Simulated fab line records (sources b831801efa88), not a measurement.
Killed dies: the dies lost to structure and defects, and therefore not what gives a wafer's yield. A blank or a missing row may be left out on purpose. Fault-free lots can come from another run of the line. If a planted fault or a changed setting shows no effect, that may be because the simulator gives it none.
fab line records || flow sfqLine
record: {"lots": 5, "wafers": 15, "lastDay": 89}
route steps=325 shown M2@102 I2@103
lots that met no fault: taken from a fault-free run of the same line
startH: hours from the record's first day to the start of the lot's first wafer shown || waitH: time in hours since the lot's previous step || " repeats the value in the row above || L1.1+2: one row covering several wafers at once || - no value present, or no start provided || * or withheld: withheld || < > ~ a bound
route shown NAME@n: NAME is a module with steps in the file, n the number in the route of the first one || usual: mean/standard deviation of fault-free wafers || same: alike in all rows || chamber/n: place in a boat || sites: per-site readings || _std_site: the standard deviation of these || _edge_site: inner sites' mean taken away from outer sites' mean || radiusMm: how far each site lies from the wafer's centre || mask NAME#n: copy n || behind: tool/chamber where the wafer was last shaped || hold: why the lot was held/for how many hours/how that ended || device: the n, p or np transistor that did not switch || end of line: the route-end tests of the same wafers || a step without rows: its recipe alone || killed: at the first sort, the dies lost to defects and structure; wafer yield is something else || map: dies across one wafer; x = killed, . = not, _ = none there
set.NAME: setting as actually run; set.NAME@STEP: the setting as run at that earlier step || model.NAME: the simulator's own value behind a step, which no gauge read
lots at selected steps of the route; one table per step, one row per wafer
services: the hour from which a tool's chamber was out of use, counted from the record's first day as startH (under 0 if before that day), plus the number of hours and why
== steps ==
step: SFQ_TRILAYER_M2_STRIP_SOLV_CLEAN_062
recipe: {"chemistry": "NMP", "tempC": 70, "timeS": 600}
step: SFQ_TRILAYER_I2_DEP_PECVD_063
recipe: {"material": "SiO2", "tempC": 150, "timeS": 111.11, "pressureTorr": 2.4, "rfW": 183.3, "precursor": "SiH4/N2O", "targetThkNm": 500}
usual: {"heaterPowerOuterW": "32/7", "heaterPowerW": "90/10", "throttleValvePct": "24.9/1.6"}
{"lot.wafer": "L373.2", "tool": "pecvd-04", "chamber": 0, "startH": 385.61, "waitH": 0.0, "heaterPowerOuterW": 37, "heaterPowerW": 92, "throttleValvePct": 26.0}
{"lot.wafer": "L373.3", "tool": "pecvd-04", "chamber": 1, "startH": 385.61, "waitH": 0.0, "heaterPowerOuterW": 43, "heaterPowerW": 104, "throttleValvePct": 25.4}
{"lot.wafer": "L373.6", "tool": "pecvd-04", "chamber": 2, "startH": 385.61, "waitH": 0.0, "heaterPowerOuterW": 37, "heaterPowerW": 101, "throttleValvePct": 26.9}
{"lot.wafer": "L377.2", "tool": "pecvd-01", "chamber": 1, "startH": 424.60, "waitH": 0.0, "heaterPowerOuterW": 19, "heaterPowerW": 73, "throttleValvePct": 23.3}
{"lot.wafer": "L377.5", "tool": "pecvd-01", "chamber": 1, "startH": 424.60, "waitH": 0.0, "heaterPowerOuterW": 20, "heaterPowerW": 76, "throttleValvePct": 23.4}
{"lot.wafer": "L377.6", "tool": "pecvd-01", "chamber": 0, "startH": 424.60, "waitH": 0.0, "heaterPowerOuterW": 36, "heaterPowerW": 102, "throttleValvePct": 23.1}
{"lot.wafer": "L381.1", "tool": "pecvd-02", "chamber": 1, "startH": 462.79, "waitH": 0.0, "heaterPowerOuterW": 36, "heaterPowerW": 97, "throttleValvePct": 24.9}
{"lot.wafer": "L381.3", "tool": "pecvd-02", "chamber": 0, "startH": 462.79, "waitH": 0.0, "heaterPowerOuterW": 33, "heaterPowerW": 89, "throttleValvePct": 25.3}
{"lot.wafer": "L381.6", "tool": "pecvd-02", "chamber": 1, "startH": 462.79, "waitH": 0.0, "heaterPowerOuterW": 35, "heaterPowerW": 99, "throttleValvePct": 25.1}
{"lot.wafer": "L392.3", "tool": "pecvd-04", "chamber": 1, "startH": 597.22, "waitH": 0.0, "heaterPowerOuterW": 37, "heaterPowerW": 95, "throttleValvePct": 25.8}
{"lot.wafer": "L392.4", "tool": "pecvd-04", "chamber": 2, "startH": 597.22, "waitH": 0.0, "heaterPowerOuterW": 39, "heaterPowerW": 101, "throttleValvePct": 26.8}
{"lot.wafer": "L392.6", "tool": "pecvd-04", "chamber": 1, "startH": 597.22, "waitH": 0.0, "heaterPowerOuterW": 39, "heaterPowerW": 100, "throttleValvePct": 25.6}
{"lot.wafer": "L395.1", "tool": "pecvd-01", "chamber": 0, "startH": 618.80, "waitH": 0.0, "heaterPowerOuterW": 28, "heaterPowerW": 93, "throttleValvePct": 23.7}
{"lot.wafer": "L395.3", "tool": "pecvd-01", "chamber": 2, "startH": 618.80, "waitH": 0.0, "heaterPowerOuterW": 36, "heaterPowerW": 88, "throttleValvePct": 22.8}
{"lot.wafer": "L395.6", "tool": "pecvd-01", "chamber": 1, "startH": 618.80, "waitH": 0.0, "heaterPowerOuterW": 16, "heaterPowerW": 71, "throttleValvePct": 23.4}
step: SFQ_TRILAYER_I2_CMP_CMP_064
recipe: {"material": "SiO2", "downForcePsi": 3, "platenRpm": 60, "padVelocityMS": 0.94248}
usual: {"edgeZonePressureFrac": "0.999/0.0054", "motorCurrentA": "10.2/0.79", "platenRpm": "60.00/0.037", "retainingRingPressureFrac": "1.001/0.0051", "slurryFilterDpKPa": "13.52/0.15", "timeToEndpointS": "214/8"}
{"lot.wafer": "L373.3", "tool": "cmp-01", "chamber": 3, "startH": 386.46, "waitH": 0.8, "edgeZonePressureFrac": 0.996, "motorCurrentA": 10.2, "platenRpm": 59.91, "retainingRingPressureFrac": 1.002, "slurryFilterDpKPa": 13.60, "timeToEndpointS": 208}
{"lot.wafer": "L373.2", "tool": "cmp-01", "chamber": 0, "startH": 386.46, "waitH": 0.8, "edgeZonePressureFrac": 1.001, "motorCurrentA": 8.8, "platenRpm": 60.00, "retainingRingPressureFrac": 0.995, "slurryFilterDpKPa": 13.32, "timeToEndpointS": 213}
{"lot.wafer": "L373.6", "tool": "cmp-01", "chamber": 3, "startH": 388.46, "waitH": 2.8, "edgeZonePressureFrac": 1.001, "motorCurrentA": 10.5, "platenRpm": 59.97, "retainingRingPressureFrac": 1.011, "slurryFilterDpKPa": 13.47, "timeToEndpointS": 208}
{"lot.wafer": "L377.2", "tool": "cmp-02", "chamber": 0, "startH": 427.38, "waitH": 2.7, "edgeZonePressureFrac": 0.998, "motorCurrentA": 9.6, "platenRpm": 60.01, "retainingRingPressureFrac": 1.007, "slurryFilterDpKPa": 13.55, "timeToEndpointS": 218}
{"lot.wafer": "L377.6", "tool": "cmp-02", "chamber": 3, "startH": 428.88, "waitH": 4.2, "edgeZonePressureFrac": 0.992, "motorCurrentA": 11.5, "platenRpm": 59.98, "retainingRingPressureFrac": 1.005, "slurryFilterDpKPa": 13.42, "timeToEndpointS": 225}
{"lot.wafer": "L377.5", "tool": "cmp-02", "chamber": 0, "startH": 428.88, "waitH": 4.2, "edgeZonePressureFrac": 0.999, "motorCurrentA": 10.0, "platenRpm": 59.97, "retainingRingPressureFrac": 1.007, "slurryFilterDpKPa": 13.65, "timeToEndpointS": 223}
{"lot.wafer": "L381.3", "tool": "cmp-02", "chamber": 0, "startH": 466.97, "waitH": 4.1, "edgeZonePressureFrac": 0.998, "motorCurrentA": 9.9, "platenRpm": 60.04, "retainingRingPressureFrac": 1.004, "slurryFilterDpKPa": 13.22, "timeToEndpointS": 214}
{"lot.wafer": "L381.1", "tool": "cmp-02", "chamber": 2, "startH": 467.97, "waitH": 5.1, "edgeZonePressureFrac": 1.010, "motorCurrentA": 9.3, "platenRpm": 59.99, "retainingRingPressureFrac": 0.995, "slurryFilterDpKPa": 13.48, "timeToEndpointS": 205}
{"lot.wafer": "L381.6", "tool": "cmp-02", "chamber": 3, "startH": 467.97, "waitH": 5.1, "edgeZonePressureFrac": 0.996, "motorCurrentA": 11.2, "platenRpm": 60.00, "retainingRingPressureFrac": 0.997, "slurryFilterDpKPa": 13.35, "timeToEndpointS": 209}
{"lot.wafer": "L392.4", "tool": "cmp-01", "chamber": 3, "startH": 597.88, "waitH": 0.6, "edgeZonePressureFrac": 0.991, "motorCurrentA": 10.8, "platenRpm": 60.01, "retainingRingPressureFrac": 1.001, "slurryFilterDpKPa": 13.28, "timeToEndpointS": 208}
{"lot.wafer": "L392.3", "tool": "cmp-01", "chamber": 1, "startH": 598.88, "waitH": 1.6, "edgeZonePressureFrac": 1.000, "motorCurrentA": 11.2, "platenRpm": 60.08, "retainingRingPressureFrac": 0.996, "slurryFilterDpKPa": 13.75, "timeToEndpointS": 206}
{"lot.wafer": "L392.6", "tool": "cmp-01", "chamber": 3, "startH": 599.88, "waitH": 2.6, "edgeZonePressureFrac": 0.989, "motorCurrentA": 11.0, "platenRpm": 60.01, "retainingRingPressureFrac": 1.010, "slurryFilterDpKPa": 13.65, "timeToEndpointS": 197}
{"lot.wafer": "L395.3", "tool": "cmp-02", "chamber": 3, "startH": 621.61, "waitH": 2.8, "edgeZonePressureFrac": 1.000, "motorCurrentA": 11.2, "platenRpm": 59.99, "retainingRingPressureFrac": 0.996, "slurryFilterDpKPa": 13.55, "timeToEndpointS": 207}
{"lot.wafer": "L395.1", "tool": "cmp-02", "chamber": 0, "startH": 621.61, "waitH": 2.8, "edgeZonePressureFrac": 0.999, "motorCurrentA": 10.1, "platenRpm": 59.99, "retainingRingPressureFrac": 1.011, "slurryFilterDpKPa": 13.22, "timeToEndpointS": 215}
{"lot.wafer": "L395.6", "tool": "cmp-02", "chamber": 2, "startH": 623.11, "waitH": 4.2, "edgeZonePressureFrac": 1.000, "motorCurrentA": 9.0, "platenRpm": 60.02, "retainingRingPressureFrac": 0.998, "slurryFilterDpKPa": 13.63, "timeToEndpointS": 218}
step: SFQ_I2_BOW_MEAS_917
recipe: {"mode": "bow"}
usual: {"I2_BOW": "0/7.2"}
{"lot.wafer": "L373.2", "tool": "filmMetro-02", "chamber": "-", "startH": 389.48, "waitH": 2.0, "I2_BOW[um]": -5}
{"lot.wafer": "L373.3", "tool": "filmMetro-02", "chamber": "-", "startH": 389.48, "waitH": 2.0, "I2_BOW[um]": -5}
{"lot.wafer": "L373.6", "tool": "filmMetro-02", "chamber": "-", "startH": 389.48, "waitH": 2.0, "I2_BOW[um]": -2}
{"lot.wafer": "L377.2", "tool": "filmMetro-03", "chamber": "-", "startH": 429.90, "waitH": 2.0, "I2_BOW[um]": 13}
{"lot.wafer": "L377.5", "tool": "filmMetro-03", "chamber": "-", "startH": 429.90, "waitH": 2.0, "I2_BOW[um]": 3}
{"lot.wafer": "L377.6", "tool": "filmMetro-03", "chamber": "-", "startH": 429.90, "waitH": 2.0, "I2_BOW[um]": 0}
{"lot.wafer": "L381.1", "tool": "filmMetro-03", "chamber": "-", "startH": 469.47, "waitH": 1.0, "I2_BOW[um]": 7}
{"lot.wafer": "L381.3", "tool": "filmMetro-03", "chamber": "-", "startH": 469.47, "waitH": 1.0, "I2_BOW[um]": -9}
{"lot.wafer": "L381.6", "tool": "filmMetro-03", "chamber": "-", "startH": 469.47, "waitH": 1.0, "I2_BOW[um]": -6}
{"lot.wafer": "L392.3", "tool": "filmMetro-03", "chamber": "-", "startH": 600.42, "waitH": 1.0, "I2_BOW[um]": 12}
{"lot.wafer": "L392.4", "tool": "filmMetro-03", "chamber": "-", "startH": 600.42, "waitH": 1.0, "I2_BOW[um]": -10}
{"lot.wafer": "L392.6", "tool": "filmMetro-03", "chamber": "-", "startH": 600.42, "waitH": 1.0, "I2_BOW[um]": -4}
{"lot.wafer": "L395.1", "tool": "filmMetro-02", "chamber": "-", "startH": 623.61, "waitH": 1.0, "I2_BOW[um]": 2}
{"lot.wafer": "L395.3", "tool": "filmMetro-02", "chamber": "-", "startH": 623.61, "waitH": 1.0, "I2_BOW[um]": -4}
{"lot.wafer": "L395.6", "tool": "filmMetro-02", "chamber": "-", "startH": 623.61, "waitH": 1.0, "I2_BOW[um]": -8}
step: SFQ_TRILAYER_I2_METRO_MEASURE_065
usual: {"thkNm": "199.9/1.1"}
{"lot.wafer": "L373.2", "tool": "filmMetro-02", "chamber": "-", "startH": 389.78, "waitH": 0.3, "thkNm": 199.0}
{"lot.wafer": "L373.3", "tool": "filmMetro-02", "chamber": "-", "startH": 389.78, "waitH": 0.3, "thkNm": 198.7}
{"lot.wafer": "L373.6", "tool": "filmMetro-02", "chamber": "-", "startH": 389.78, "waitH": 0.3, "thkNm": 198.1}
{"lot.wafer": "L377.2", "tool": "filmMetro-03", "chamber": "-", "startH": 430.20, "waitH": 0.3, "thkNm": 198.4}
{"lot.wafer": "L377.5", "tool": "filmMetro-03", "chamber": "-", "startH": 430.20, "waitH": 0.3, "thkNm": 198.5}
{"lot.wafer": "L377.6", "tool": "filmMetro-03", "chamber": "-", "startH": 430.20, "waitH": 0.3, "thkNm": 198.8}
{"lot.wafer": "L381.1", "tool": "filmMetro-03", "chamber": "-", "startH": 469.59, "waitH": 0.1, "thkNm": 198.4}
{"lot.wafer": "L381.3", "tool": "filmMetro-03", "chamber": "-", "startH": 469.59, "waitH": 0.1, "thkNm": 200.0}
{"lot.wafer": "L381.6", "tool": "filmMetro-03", "chamber": "-", "startH": 469.59, "waitH": 0.1, "thkNm": 199.2}
{"lot.wafer": "L392.3", "tool": "filmMetro-03", "chamber": "-", "startH": 600.90, "waitH": 0.5, "thkNm": 200.5}
{"lot.wafer": "L392.4", "tool": "filmMetro-03", "chamber": "-", "startH": 600.90, "waitH": 0.5, "thkNm": 197.6}
{"lot.wafer": "L392.6", "tool": "filmMetro-03", "chamber": "-", "startH": 600.90, "waitH": 0.5, "thkNm": 198.4}
{"lot.wafer": "L395.1", "tool": "filmMetro-02", "chamber": "-", "startH": 623.73, "waitH": 0.1, "thkNm": 200.6}
{"lot.wafer": "L395.3", "tool": "filmMetro-02", "chamber": "-", "startH": 623.73, "waitH": 0.1, "thkNm": 200.0}
{"lot.wafer": "L395.6", "tool": "filmMetro-02", "chamber": "-", "startH": 623.73, "waitH": 0.1, "thkNm": 198.9}
step: SFQ_TRILAYER_I2_VIA_LITHO_COAT_072
recipe: {"resist": "BARC", "spinRpm": 3000, "resistThkNm": 62}
step: SFQ_TRILAYER_I2_VIA_LITHO_COAT_067
recipe: {"resist": "KrF", "spinRpm": 3000, "resistThkNm": 650}
step: SFQ_TRILAYER_I2_VIA_LITHO_SOFTBAKE_071
recipe: {"tempC": "withheld", "timeS": "withheld", "resist": "KrF"}
step: SFQ_TRILAYER_I2_VIA_LITHO_EXPOSE_068
recipe: {"maskId": "I2", "na": 0.6, "sourceShape": "conventional", "sigmaOuter": 0.65, "targetCdNm": 500, "doseMj": 21.3}
step: SFQ_TRILAYER_I2_VIA_LITHO_PEB_070
recipe: {"pebTempC": 115, "pebTimeS": 60, "resist": "KrF"}
step: SFQ_TRILAYER_I2_VIA_LITHO_DEVELOP_069
recipe: {"timeS": 60, "resist": "KrF"}
step: SFQ_I2_OVL_MEAS_918
usual: {"I2_OVL": "1/5.4"}
{"lot.wafer": "L373.2", "tool": "overlay-02", "chamber": "-", "startH": 536.04, "waitH": 0.1, "I2_OVL[nm]": -3}
{"lot.wafer": "L373.3", "tool": "overlay-02", "chamber": "-", "startH": 536.04, "waitH": 0.1, "I2_OVL[nm]": 0}
{"lot.wafer": "L373.6", "tool": "overlay-02", "chamber": "-", "startH": 536.04, "waitH": 0.1, "I2_OVL[nm]": 3}
{"lot.wafer": "L377.2", "tool": "overlay-02", "chamber": "-", "startH": 586.54, "waitH": 0.1, "I2_OVL[nm]": 5}
{"lot.wafer": "L377.5", "tool": "overlay-02", "chamber": "-", "startH": 586.54, "waitH": 0.1, "I2_OVL[nm]": 8}
{"lot.wafer": "L377.6", "tool": "overlay-02", "chamber": "-", "startH": 586.54, "waitH": 0.1, "I2_OVL[nm]": -2}
{"lot.wafer": "L381.1", "tool": "overlay-02", "chamber": "-", "startH": 624.94, "waitH": 0.1, "I2_OVL[nm]": 7}
{"lot.wafer": "L381.3", "tool": "overlay-02", "chamber": "-", "startH": 624.94, "waitH": 0.1, "I2_OVL[nm]": 6}
{"lot.wafer": "L381.6", "tool": "overlay-02", "chamber": "-", "startH": 624.94, "waitH": 0.1, "I2_OVL[nm]": 7}
{"lot.wafer": "L392.3", "tool": "overlay-02", "chamber": "-", "startH": 741.85, "waitH": 0.1, "I2_OVL[nm]": 8}
{"lot.wafer": "L392.4", "tool": "overlay-02", "chamber": "-", "startH": 741.85, "waitH": 0.1, "I2_OVL[nm]": 6}
{"lot.wafer": "L392.6", "tool": "overlay-02", "chamber": "-", "startH": 741.85, "waitH": 0.1, "I2_OVL[nm]": -3}
{"lot.wafer": "L395.1", "tool": "overlay-02", "chamber": "-", "startH": 769.27, "waitH": 0.1, "I2_OVL[nm]": -2}
{"lot.wafer": "L395.3", "tool": "overlay-02", "chamber": "-", "startH": 769.27, "waitH": 0.1, "I2_OVL[nm]": -4}
{"lot.wafer": "L395.6", "tool": "overlay-02", "chamber": "-", "startH": 769.27, "waitH": 0.1, "I2_OVL[nm]": -4}
step: SFQ_TRILAYER_I2_VIA_BARC_OPEN_VIA_ETCH_096
recipe: {"maskMaterial": "PR", "chemistry": "O2", "targetDepthNm": 125, "target": "BARC", "sourceW": 500, "biasW": 80, "pressureMtorr": 30, "timeS": 41.7}
usual: {"chamberPressureMTorr": "30.001/0.025", "drypumpMotorCurrentA": "5.9/0.63", "oesProductAu": "0.685/0.0044"}
{"lot.wafer": "L373.2", "tool": "rieDiel-03", "chamber": 3, "startH": 536.07, "waitH": 0.0, "chamberPressureMTorr": 29.985, "drypumpMotorCurrentA": 6.1, "oesProductAu": 0.691, "rfHoursCounterH": 70}
{"lot.wafer": "L373.3", "tool": "rieDiel-03", "chamber": 0, "startH": 536.07, "waitH": 0.0, "chamberPressureMTorr": 30.018, "drypumpMotorCurrentA": 4.9, "oesProductAu": 0.686, "rfHoursCounterH": 4}
{"lot.wafer": "L373.6", "tool": "rieDiel-03", "chamber": 3, "startH": 536.07, "waitH": 0.0, "chamberPressureMTorr": 29.942, "drypumpMotorCurrentA": 6.1, "oesProductAu": 0.697, "rfHoursCounterH": "-"}
{"lot.wafer": "L377.2", "tool": "rieDiel-04", "chamber": 0, "startH": 586.57, "waitH": 0.0, "chamberPressureMTorr": 29.984, "drypumpMotorCurrentA": 6.3, "oesProductAu": 0.686, "rfHoursCounterH": 62}
{"lot.wafer": "L377.5", "tool": "rieDiel-04", "chamber": 0, "startH": 586.57, "waitH": 0.0, "chamberPressureMTorr": 29.988, "drypumpMotorCurrentA": 6.3, "oesProductAu": 0.679, "rfHoursCounterH": "-"}
{"lot.wafer": "L377.6", "tool": "rieDiel-04", "chamber": 3, "startH": 586.57, "waitH": 0.0, "chamberPressureMTorr": 30.003, "drypumpMotorCurrentA": 6.7, "oesProductAu": 0.677, "rfHoursCounterH": "-"}
{"lot.wafer": "L381.1", "tool": "rieDiel-04", "chamber": 2, "startH": 624.97, "waitH": 0.0, "chamberPressureMTorr": 23.998, "drypumpMotorCurrentA": 6.5, "oesProductAu": 0.681, "rfHoursCounterH": 22}
{"lot.wafer": "L381.3", "tool": "rieDiel-04", "chamber": 3, "startH": 624.97, "waitH": 0.0, "chamberPressureMTorr": 30.010, "drypumpMotorCurrentA": 6.7, "oesProductAu": 0.691, "rfHoursCounterH": 71}
{"lot.wafer": "L381.6", "tool": "rieDiel-04", "chamber": 3, "startH": 624.97, "waitH": 0.0, "chamberPressureMTorr": 30.007, "drypumpMotorCurrentA": 6.7, "oesProductAu": 0.687, "rfHoursCounterH": "-"}
{"lot.wafer": "L392.3", "tool": "rieDiel-03", "chamber": 3, "startH": 741.88, "waitH": 0.0, "chamberPressureMTorr": 29.995, "drypumpMotorCurrentA": 6.1, "oesProductAu": 0.689, "rfHoursCounterH": 1}
{"lot.wafer": "L392.4", "tool": "rieDiel-03", "chamber": 0, "startH": 741.88, "waitH": 0.0, "chamberPressureMTorr": 29.999, "drypumpMotorCurrentA": 4.9, "oesProductAu": 0.690, "rfHoursCounterH": 9}
{"lot.wafer": "L392.6", "tool": "rieDiel-03", "chamber": 1, "startH": 741.88, "waitH": 0.0, "chamberPressureMTorr": 29.995, "drypumpMotorCurrentA": 6.3, "oesProductAu": 0.683, "rfHoursCounterH": "-"}
{"lot.wafer": "L395.1", "tool": "rieDiel-01", "chamber": 0, "startH": 769.30, "waitH": 0.0, "chamberPressureMTorr": 29.984, "drypumpMotorCurrentA": 6.0, "oesProductAu": 0.685, "rfHoursCounterH": 0}
{"lot.wafer": "L395.3", "tool": "rieDiel-01", "chamber": 1, "startH": 769.30, "waitH": 0.0, "chamberPressureMTorr": 29.966, "drypumpMotorCurrentA": 4.8, "oesProductAu": 0.688, "rfHoursCounterH": 30}
{"lot.wafer": "L395.6", "tool": "rieDiel-01", "chamber": 1, "startH": 769.30, "waitH": 0.0, "chamberPressureMTorr": 30.020, "drypumpMotorCurrentA": 4.8, "oesProductAu": 0.684, "rfHoursCounterH": "-"}
step: SFQ_TRILAYER_I2_VIA_ETCH_VIA_ETCH_070
recipe: {"target": "SiO2", "stopOn": "Nb", "maskMaterial": "PR", "taperDeg": 20, "chemistry": "CHF3", "targetDepthNm": 260, "sourceW": 500, "biasW": 80, "pressureMtorr": 30, "timeS": "withheld"}
usual: {"chamberPressureMTorr": "30.000/0.028", "drypumpMotorCurrentA": "5.9/0.63", "oesProductAu": "0.855/0.005"}
{"lot.wafer": "L373.2", "tool": "rieDiel-03", "chamber": 3, "startH": 536.11, "waitH": 0.0, "chamberPressureMTorr": 29.983, "drypumpMotorCurrentA": 6.1, "oesProductAu": 0.843}
{"lot.wafer": "L373.3", "tool": "rieDiel-03", "chamber": 0, "startH": 536.11, "waitH": 0.0, "chamberPressureMTorr": 29.988, "drypumpMotorCurrentA": 4.9, "oesProductAu": 0.855}
{"lot.wafer": "L373.6", "tool": "rieDiel-03", "chamber": 3, "startH": 536.11, "waitH": 0.0, "chamberPressureMTorr": 30.063, "drypumpMotorCurrentA": 6.1, "oesProductAu": 0.854}
{"lot.wafer": "L377.2", "tool": "rieDiel-04", "chamber": 0, "startH": 586.61, "waitH": 0.0, "chamberPressureMTorr": 29.992, "drypumpMotorCurrentA": 6.3, "oesProductAu": 0.854}
{"lot.wafer": "L377.5", "tool": "rieDiel-04", "chamber": 0, "startH": 586.61, "waitH": 0.0, "chamberPressureMTorr": 29.969, "drypumpMotorCurrentA": 6.3, "oesProductAu": 0.859}
{"lot.wafer": "L377.6", "tool": "rieDiel-04", "chamber": 3, "startH": 586.61, "waitH": 0.0, "chamberPressureMTorr": 30.042, "drypumpMotorCurrentA": 6.7, "oesProductAu": 0.854}
{"lot.wafer": "L381.1", "tool": "rieDiel-04", "chamber": 2, "startH": 625.01, "waitH": 0.0, "chamberPressureMTorr": 29.939, "drypumpMotorCurrentA": 6.5, "oesProductAu": 0.845}
{"lot.wafer": "L381.3", "tool": "rieDiel-04", "chamber": 3, "startH": 625.01, "waitH": 0.0, "chamberPressureMTorr": 29.990, "drypumpMotorCurrentA": 6.7, "oesProductAu": 0.857}
{"lot.wafer": "L381.6", "tool": "rieDiel-04", "chamber": 3, "startH": 625.01, "waitH": 0.0, "chamberPressureMTorr": 30.007, "drypumpMotorCurrentA": 6.7, "oesProductAu": 0.857}
{"lot.wafer": "L392.3", "tool": "rieDiel-03", "chamber": 3, "startH": 741.92, "waitH": 0.0, "chamberPressureMTorr": 30.011, "drypumpMotorCurrentA": 6.1, "oesProductAu": 0.854}
{"lot.wafer": "L392.4", "tool": "rieDiel-03", "chamber": 0, "startH": 741.92, "waitH": 0.0, "chamberPressureMTorr": 29.958, "drypumpMotorCurrentA": 5.0, "oesProductAu": 0.852}
{"lot.wafer": "L392.6", "tool": "rieDiel-03", "chamber": 1, "startH": 741.92, "waitH": 0.0, "chamberPressureMTorr": 29.973, "drypumpMotorCurrentA": 6.3, "oesProductAu": 0.849}
{"lot.wafer": "L395.1", "tool": "rieDiel-01", "chamber": 0, "startH": 769.34, "waitH": 0.0, "chamberPressureMTorr": 29.985, "drypumpMotorCurrentA": 6.0, "oesProductAu": 0.853}
{"lot.wafer": "L395.3", "tool": "rieDiel-01", "chamber": 1, "startH": 769.34, "waitH": 0.0, "chamberPressureMTorr": 30.037, "drypumpMotorCurrentA": 4.8, "oesProductAu": 0.854}
{"lot.wafer": "L395.6", "tool": "rieDiel-01", "chamber": 1, "startH": 769.34, "waitH": 0.0, "chamberPressureMTorr": 30.025, "drypumpMotorCurrentA": 4.8, "oesProductAu": 0.843}
== services ==
{"tool": "cmp-02", "chamber": "-", "startH": 367.78, "hours": 3.8, "kind": "pm"}
{"tool": "rieDiel-03", "chamber": 2, "startH": 368.84, "hours": 3.5, "kind": "repair"}
{"tool": "cmp-02", "chamber": "-", "startH": 387.51, "hours": 4.7, "kind": "pm"}
{"tool": "cmp-02", "chamber": "-", "startH": 401.14, "hours": 0.7, "kind": "repair"}
{"tool": "cmp-02", "chamber": "-", "startH": 407.88, "hours": 4.0, "kind": "pm"}
{"tool": "rieDiel-03", "chamber": "-", "startH": 407.92, "hours": 2.8, "kind": "pm"}
{"tool": "filmMetro-03", "chamber": "-", "startH": 409.59, "hours": 2.8, "kind": "pm"}
{"tool": "rieDiel-03", "chamber": 2, "startH": 440.21, "hours": 2.8, "kind": "repair"}
{"tool": "cmp-02", "chamber": "-", "startH": 463.81, "hours": 0.2, "kind": "repair"}
{"tool": "filmMetro-03", "chamber": "-", "startH": 464.79, "hours": 0.3, "kind": "pm"}
{"tool": "cmp-02", "chamber": "-", "startH": 475.00, "hours": 0.4, "kind": "repair"}
{"tool": "cmp-02", "chamber": "-", "startH": 479.89, "hours": 10.0, "kind": "pm"}
{"tool": "rieDiel-03", "chamber": 3, "startH": 482.19, "hours": 1.2, "kind": "repair"}
{"tool": "rieDiel-04", "chamber": 1, "startH": 572.48, "hours": 7.2, "kind": "repair"}
{"tool": "rieDiel-03", "chamber": 3, "startH": 583.99, "hours": 4.5, "kind": "repair"}
{"tool": "rieDiel-03", "chamber": 0, "startH": 586.12, "hours": 3.7, "kind": "repair"}
{"tool": "rieDiel-04", "chamber": 0, "startH": 629.94, "hours": 2.8, "kind": "repair"}
{"tool": "rieDiel-03", "chamber": 1, "startH": 653.62, "hours": 7.7, "kind": "repair"}
{"tool": "rieDiel-04", "chamber": "-", "startH": 660.24, "hours": 2.8, "kind": "pm"}
{"tool": "rieDiel-04", "chamber": 1, "startH": 676.77, "hours": 6.1, "kind": "repair"}
{"tool": "rieDiel-04", "chamber": 2, "startH": 716.45, "hours": 2.7, "kind": "repair"}
{"tool": "rieDiel-03", "chamber": 2, "startH": 749.35, "hours": 1.7, "kind": "repair"}
{"tool": "rieDiel-03", "chamber": 0, "startH": 760.97, "hours": 34.7, "kind": "repair"}
{"tool": "rieDiel-04", "chamber": 0, "startH": 766.05, "hours": 8.3, "kind": "repair"}
== key ==
firstSign: {"step": "SFQ_TRILAYER_I2_VIA_BARC_OPEN_VIA_ETCH_096", "reading": "chamberPressureMTorr", "direction": "down", "sigmas": "99+", "usual": 30.001, "struck": 23.998}
effect none on later readings
metAt SFQ_TRILAYER_I2_VIA_BARC_OPEN_VIA_ETCH_096
struckWafers L381.1
fault: {"kind": "processParameterDrift", "tool": "rieDiel-04", "chamber": 2, "onsetH": 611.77, "steps": "SFQ_TRILAYER_I2_VIA_BARC_OPEN_VIA_ETCH_096", "channel": "pressureMtorr", "offset": -6, "shape": "step", "endH": 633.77, "actsIn": "theseRecipesOnly", "stated": 30}
